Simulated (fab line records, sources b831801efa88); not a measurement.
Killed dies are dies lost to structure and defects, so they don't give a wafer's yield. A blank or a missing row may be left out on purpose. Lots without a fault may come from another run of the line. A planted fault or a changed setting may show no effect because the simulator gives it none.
A struck lot beside a sound one | flow sky130 | 14 steps out of a route of 708
Sound: wafers L683.1, L683.3, L683.6. Struck: wafers L688.1, L688.4, L688.5. The cause comes at the end.
At each step with rows: each side's tool, then ch and its chambers, then its first start. Under that, the readings that differ: sound wafers | struck wafers | difference of the means | sigmas: that difference in standard deviations of wafers without a fault.
alike: readings whose means differ by less than 2 such deviations, and words and numbers that are the same on both sides. not compared: withheld readings, readings that some wafer has no value for, bounds like >300 that may hide the same value, and numbers for which the record gives no deviation and whose values overlap.
The two part at a step that has a row with sigmas, a row that says differs or no value, or rows on one side only. Numbers that don't overlap but have no deviation are shown without sigmas and don't part them. A reading that every wafer of one side lacks parts them only if that side has two wafers or more.

SKY_METAL1_SPUTTER_00: material Ti, target thk 15 nm, time 10 s.
  sound on pvd_sputter-03, day 33 16:26; struck on pvd_sputter-03, day 34 21:59
  alike: cathode_dc_power_W, chamber_pressure_pa, throttle_valve_pct
SKY_METAL1_SPUTTER_01: material TiN, target thk 20 nm, time 16.7 s.
  sound on pvd_sputter-03, day 33 16:28; struck on pvd_sputter-03, day 34 22:01
  alike: cathode_dc_power_W, chamber_pressure_pa, throttle_valve_pct
SKY_METAL1_SPUTTER_02: material AlCu, target thk 250 nm, time 13.3 s.
  sound on pvd_sputter-03, day 33 16:29; struck on pvd_sputter-03, day 34 22:02
  alike: cathode_dc_power_W, chamber_pressure_pa, throttle_valve_pct
SKY_METAL1_SPUTTER_03: material Ti, target thk 5 nm, time 3.3 s.
  sound on pvd_sputter-03, day 33 16:31; struck on pvd_sputter-03, day 34 22:04
  alike: cathode_dc_power_W, chamber_pressure_pa, throttle_valve_pct
SKY_METAL1_SPUTTER_04: material TiN, target thk 70 nm, time 58.3 s.
  sound on pvd_sputter-03, day 33 16:32; struck on pvd_sputter-03, day 34 22:04
  alike: cathode_dc_power_W, chamber_pressure_pa, throttle_valve_pct
SKY_METAL1_RS_MEAS_05: measures by four-point-probe.
  sound on film_metro-03, day 33 16:35; struck on film_metro-03, day 34 22:07
  alike: METAL1_ALCU_RS
SKY_METAL1_THK_MEAS_06: measures by xrf.
  sound on film_metro-03, day 33 16:42; struck on film_metro-03, day 34 22:14
  alike: METAL1_ALCU_THK
then, 5 steps without rows for these wafers: SKY_METAL1_DEHYDRATE_07 (time 60 s); SKY_METAL1_HMDS_08 (prime time 60 s); SKY_METAL1_COAT_09 (resist thk 60 nm); SKY_METAL1_COAT_10 (resist thk 450 nm); SKY_METAL1_SOFTBAKE_11 (time 90 s).
SKY_METAL1_EXPOSE_12: exposes mask MM1, target cd 140 nm.
  sound on krf_scanner-02 ch 0, day 34 05:04; struck on krf_scanner-02, day 35 10:52
  no value came back on the struck wafers for exposure_dose_mJ_cm2, focus_offset_nm (nm); on the sound wafers exposure_dose_mJ_cm2 reads 27.96 27.99 27.92
  alike: mask
then, 1 step without rows for these wafers: SKY_METAL1_PEB_13.

WHERE THEY PART
Only at SKY_METAL1_EXPOSE_12, within this record.

WHY: what the simulator had put in
Skipped step whole: krf_scanner-02, from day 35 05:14 on, at SKY_METAL1_EXPOSE_12. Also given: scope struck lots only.
